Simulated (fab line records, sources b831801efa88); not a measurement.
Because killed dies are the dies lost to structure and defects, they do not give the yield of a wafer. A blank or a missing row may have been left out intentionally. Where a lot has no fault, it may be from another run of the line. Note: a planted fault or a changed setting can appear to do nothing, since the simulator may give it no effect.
Chamber matching -- flow gf180mcu -- GF_V2_CMP_04 on cmp-02 has 4 sister chambers
The step polishes SiO2. 4 wafers are shown with their chamber, then 12 later ones without.

## WAFERS, EACH WITH ITS CHAMBER
wafer,chamber,motor_current_A (A)
L087.1,2,12.1
L087.3,1,9.8
L090.1,3,11.7
L090.6,0,12.9

## WAFERS MISSING THEIR CHAMBER
wafer,motor_current_A (A)
L093.1,9.6
L093.2,12.4
L093.5,13.4
L093.3,13.1
L093.4,11.9
L093.6,12.2
L095.2,12.0
L095.3,10.1
L095.5,12.1
L097.1,13.6
L097.2,11.7
L097.6,12.9

## WHICH CHAMBER EACH ONE RAN IN
wafer,from the rows above,in truth
L093.1,1,1
L093.2,can't be placed: 2 or 0 or 3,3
L093.5,0,0
L093.3,0,0
L093.4,can't be placed: 2 or 3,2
L093.6,can't be placed: 2 or 3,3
L095.2,can't be placed: 2 or 3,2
L095.3,1,1
L095.5,can't be placed: 2 or 3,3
L097.1,0,0
L097.2,can't be placed: 3 or 2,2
L097.6,0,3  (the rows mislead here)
Correctly placed: 5 of 12. Can't be placed from these rows: 6 (the true chamber is among the candidates in 6). 1 placed wrongly.
How it was worked out, from the rows above alone: a wafer's distance from a chamber is the root of the sum, over the readings, of the square of ((its reading less the chamber's mean) divided by the reading's scatter). If the next closest chamber is less than 2 further off than the closest, the wafer can't be placed; otherwise it belongs to the closest. A chamber's mean is the mean of its shown wafers. The scatter: with one shown wafer a chamber, the root of the mean of the squares of how far each hidden wafer lies from its nearest shown one.
